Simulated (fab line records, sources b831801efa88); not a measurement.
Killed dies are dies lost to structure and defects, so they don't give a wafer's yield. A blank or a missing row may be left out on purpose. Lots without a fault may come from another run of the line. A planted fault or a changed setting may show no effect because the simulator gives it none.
Chamber matching | flow gf180mcu | GF_V5_CMP_26 on cmp-02: 4 sister chambers
The step polishes, stops on SiO2, t overpolish 15 s, target thk 0 nm. 4 wafers are shown with their chamber, then 7 later ones without.

WAFERS WITH THEIR CHAMBER
wafer  | chamber | motor_current_A (A)
L272.1 | 1       | 11.6
L272.4 | 3       | 11.8
L273.1 | 2       | 10.1
L273.3 | 0       | 11.3

WAFERS WITHOUT THEIR CHAMBER
wafer  | motor_current_A (A)
L273.6 | 11.1
L274.2 | 11.7
L274.4 | 11.9
L274.6 | 11.5
L277.2 | 11.0
L277.3 | 11.8
L277.6 | 11.4

WHICH CHAMBER EACH WENT THROUGH
wafer  | from the rows above          | in truth
L273.6 | can't be placed: 0 or 1      | 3
L274.2 | can't be placed: 1 or 3 or 0 | 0
L274.4 | can't be placed: 3 or 1      | 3
L274.6 | can't be placed: 1 or 0 or 3 | 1
L277.2 | can't be placed: 0 or 1      | 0
L277.3 | can't be placed: 3 or 1      | 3
L277.6 | can't be placed: 0 or 1 or 3 | 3
Placed correctly: 0 of 7. Can't be placed from these rows: 7 (the true chamber is among the candidates in 6). Placed wrongly: 0.
How it was worked out, from the rows above alone: a wafer's distance from a chamber is the root of the sum, over the readings, of the square of ((its reading less the chamber's mean) divided by the reading's scatter). The wafer belongs to the nearest chamber; if the next one is less than 2 further off, it can't be placed. A chamber's mean is the mean of its shown wafers. The scatter: with one shown wafer a chamber, the root of the mean of the squares of how far each hidden wafer lies from its nearest shown one.
